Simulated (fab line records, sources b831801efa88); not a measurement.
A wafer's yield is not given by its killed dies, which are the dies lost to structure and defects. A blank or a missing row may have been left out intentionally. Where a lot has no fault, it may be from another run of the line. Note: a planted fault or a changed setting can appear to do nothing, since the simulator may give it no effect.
Shared-tool check :: flow sky130 :: Sampled: 11 lots, 33 wafers

## REASON FOR OPENING
3 of 11 lots carry a flag on the reading SONOS_ONO_CVD_04_THK at SKY_SONOS_ONO_THK_MEAS_05. Fault-free wafers read 5.67 nm, with a standard deviation of 0.12.
Rule: a lot gets a flag if all its wafers with a number sit over 4 standard deviations from that mean, or if no wafer of it has a number. The other lots count as sound.

lot: L645
measured: day 11 02:49
on: film-metro-03
SONOS_ONO_CVD_04_THK (nm), wafer by wafer: 5.69 5.78 5.69
flag: 

lot: L646
measured: day 12 02:41
on: film-metro-04
SONOS_ONO_CVD_04_THK (nm), wafer by wafer: 5.83 5.86 5.86
flag: 

lot: L647
measured: day 12 03:56
on: film-metro-01
SONOS_ONO_CVD_04_THK (nm), wafer by wafer: 5.70 5.63 5.69
flag: 

lot: L651
measured: day 14 00:43
on: film-metro-04
SONOS_ONO_CVD_04_THK (nm), wafer by wafer: 5.80 5.81 5.76
flag: 

lot: L654
measured: day 14 17:04
on: film-metro-01
SONOS_ONO_CVD_04_THK (nm), wafer by wafer: 5.68 5.66 5.67
flag: 

lot: L656
measured: day 15 01:52
on: film-metro-04
SONOS_ONO_CVD_04_THK (nm), wafer by wafer: 8.01 8.16 8.19
flag: FLAGGED

lot: L655
measured: day 15 03:07
on: film-metro-01
SONOS_ONO_CVD_04_THK (nm), wafer by wafer: 8.01 7.94 7.86
flag: FLAGGED

lot: L657
measured: day 15 12:02
on: film-metro-01
SONOS_ONO_CVD_04_THK (nm), wafer by wafer: 8.18 8.12 8.06
flag: FLAGGED

lot: L666
measured: day 19 06:14
on: film-metro-03
SONOS_ONO_CVD_04_THK (nm), wafer by wafer: 5.56 5.70 5.49
flag: 

lot: L668
measured: day 19 12:38
on: film-metro-03
SONOS_ONO_CVD_04_THK (nm), wafer by wafer: 5.78 5.81 5.85
flag: 

lot: L667
measured: day 19 14:30
on: film-metro-04
SONOS_ONO_CVD_04_THK (nm), wafer by wafer: 5.69 5.68 5.65
flag: 
Average over the flagged lots: 8.06 nm; offset from the usual +2.39 nm, equal to +20 standard deviations.

## TOOL THAT RAN EACH LOT
The record holds 2 process steps before the reading, out of a route of 708 steps. Each cell gives the tool, then ch followed by the chambers the sampled wafers passed through, then the start.
lot: L645
flag: 
SKY_NWELL_STRIP_14: plasma-asher-03 ch 0,1, day 4 08:21
SKY_SONOS_ONO_CVD_04: lpcvd-03 ch 1, day 11 01:34

lot: L646
flag: 
SKY_NWELL_STRIP_14: plasma-asher-02 ch 0,1, day 4 20:04
SKY_SONOS_ONO_CVD_04: lpcvd-03 ch 1, day 12 01:26

lot: L647
flag: 
SKY_NWELL_STRIP_14: plasma-asher-04 ch 0,1, day 5 01:31
SKY_SONOS_ONO_CVD_04: lpcvd-03 ch 0, day 12 02:41

lot: L651
flag: 
SKY_NWELL_STRIP_14: plasma-asher-02 ch 0,1, day 6 09:03
SKY_SONOS_ONO_CVD_04: lpcvd-03 ch 0, day 13 23:28

lot: L654
flag: 
SKY_NWELL_STRIP_14: plasma-asher-03 ch 0,1, day 6 21:15
SKY_SONOS_ONO_CVD_04: lpcvd-03 ch 1, day 14 15:47

lot: L656
flag: FLAGGED
SKY_NWELL_STRIP_14: plasma-asher-04 ch 0,1, day 7 05:13
SKY_SONOS_ONO_CVD_04: lpcvd-03 ch 0, day 15 00:37

lot: L655
flag: FLAGGED
SKY_NWELL_STRIP_14: plasma-asher-03 ch 0,1, day 7 06:15
SKY_SONOS_ONO_CVD_04: lpcvd-03 ch 0, day 15 01:52

lot: L657
flag: FLAGGED
SKY_NWELL_STRIP_14: plasma-asher-04 ch 0,1, day 7 12:28
SKY_SONOS_ONO_CVD_04: lpcvd-03 ch 0, day 15 10:47

lot: L666
flag: 
SKY_NWELL_STRIP_14: plasma-asher-02 ch 0,1, day 10 04:49
SKY_SONOS_ONO_CVD_04: lpcvd-03 ch 0, day 19 04:22

lot: L668
flag: 
SKY_NWELL_STRIP_14: plasma-asher-02 ch 0, day 10 08:34
SKY_SONOS_ONO_CVD_04: lpcvd-03 ch 0, day 19 10:45

lot: L667
flag: 
SKY_NWELL_STRIP_14: plasma-asher-02 ch 0,1, day 10 09:43
SKY_SONOS_ONO_CVD_04: lpcvd-03 ch 0, day 19 12:38
What these steps do:
- SKY_NWELL_STRIP_14: strips in O2/N2.
- SKY_SONOS_ONO_CVD_04: deposits SiO2 from SiH4/N2O, target thk 5.7199 nm.
- SKY_SONOS_ONO_THK_MEAS_05

## FLAGGED AGAINST TOTAL, ONE TOOL AT A TIME (gauges that did the reading follow at the end)
step: SKY_NWELL_STRIP_14
tool: plasma-asher-02
lots run: 5
flagged: 0
share of the flagged lots: none
sound lots run after its first flagged lot: -

step: SKY_NWELL_STRIP_14
tool: plasma-asher-03
lots run: 3
flagged: 1
share of the flagged lots: some
sound lots run after its first flagged lot: 0

step: SKY_NWELL_STRIP_14
tool: plasma-asher-04
lots run: 3
flagged: 2
share of the flagged lots: some
sound lots run after its first flagged lot: 0

step: SKY_SONOS_ONO_CVD_04
tool: lpcvd-03
lots run: 11
flagged: 3
share of the flagged lots: all
sound lots run after its first flagged lot: 3 (L666,L668,L667)

step: SKY_SONOS_ONO_THK_MEAS_05
tool: film-metro-01
lots run: 4
flagged: 2
share of the flagged lots: some
sound lots run after its first flagged lot: 0

step: SKY_SONOS_ONO_THK_MEAS_05
tool: film-metro-03
lots run: 3
flagged: 0
share of the flagged lots: none
sound lots run after its first flagged lot: -

step: SKY_SONOS_ONO_THK_MEAS_05
tool: film-metro-04
lots run: 4
flagged: 1
share of the flagged lots: some
sound lots run after its first flagged lot: 1 (L667)

## WHAT THE TABLE ALLOWS
Rows of the table that ran each flagged lot: 1, that is lpcvd-03 at SKY_SONOS_ONO_CVD_04.
- lpcvd-03 at SKY_SONOS_ONO_CVD_04 ran 11 lots, 3 of them flagged. Sound lots followed the first flagged one (L666, L668, L667) on it, something a lasting fault affecting the whole tool could not allow.
Not one row of the table ran every flagged lot while running no sound lot after the first.

## WHAT THE SIMULATOR HAD PUT IN
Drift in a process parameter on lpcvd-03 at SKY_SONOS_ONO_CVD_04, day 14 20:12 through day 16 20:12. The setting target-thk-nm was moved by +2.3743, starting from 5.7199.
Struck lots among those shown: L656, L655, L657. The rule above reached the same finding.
